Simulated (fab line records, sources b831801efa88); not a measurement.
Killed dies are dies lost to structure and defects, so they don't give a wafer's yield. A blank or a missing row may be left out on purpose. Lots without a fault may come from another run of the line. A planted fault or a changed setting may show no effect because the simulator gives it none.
Which tool did it? | flow sfq_line | 14 lots, 42 wafers sampled, at 1 step of a route of 325

WHAT THE GAUGES READ, wafer by wafer
SFQ_M4_OVL_MEAS_926. Usual: M4_OVL 0 nm, standard deviation 6.
lot  | measured     | on         | M4_OVL (nm) | flag
L773 | day 36 20:30 | overlay-02 | -1 -3 -2    |
L774 | day 36 22:00 | overlay-02 | 8 11 10     |
L775 | day 36 23:02 | overlay-02 | -6 -2 4     |
L776 | day 37 00:14 | overlay-02 | -5 -5 1     |
L780 | day 46 06:41 | overlay-01 | -6 -3 -9    |
L781 | day 46 16:17 | overlay-01 | 1 8 5       |
L785 | day 47 22:17 | overlay-02 | -7 -7 -7    |
L786 | day 48 10:17 | overlay-01 | 2 1 -1      |
L787 | day 48 23:29 | overlay-01 | 4 -4 -1     |
L789 | day 49 17:25 | overlay-01 | -3 -3 -1    |
L791 | day 50 04:20 | overlay-01 | -11 -8 -9   |
L792 | day 50 16:20 | overlay-01 | -8 1 -3     |
L794 | day 51 04:20 | overlay-01 | 1 3 0       |
L795 | day 51 10:20 | overlay-01 | 1 5 3       |

WHICH TOOL RAN EACH LOT (tool, then ch and the chambers of the sampled wafers, then the start)
The record holds no process step before these readings.

WHAT THE TOOLS THEMSELVES READ (means of the sampled wafers that have a number; where no wafer has one, the mark that the record gives instead)
The record holds no such reading with a usual standard deviation.

THE ANSWER, worked out from the rows above alone
Rule: a lot is off if the mean of its wafers that have a number lies more than 3 standard deviations from the usual mean. A lot without any number at a reading at which 4 lots or more have one is off too. The other lots that the step has rows for count as sound. The gauges are gone through in route order, then the tools' own readings, and for those a lot's mean is taken as printed above. The first step at which some lot is off is used, and at that step the reading that is off furthest; a lot without a number counts as furthest.
No lot is off at any reading shown: from this, nothing can be told.

WHAT THE SIMULATOR HAD PUT IN
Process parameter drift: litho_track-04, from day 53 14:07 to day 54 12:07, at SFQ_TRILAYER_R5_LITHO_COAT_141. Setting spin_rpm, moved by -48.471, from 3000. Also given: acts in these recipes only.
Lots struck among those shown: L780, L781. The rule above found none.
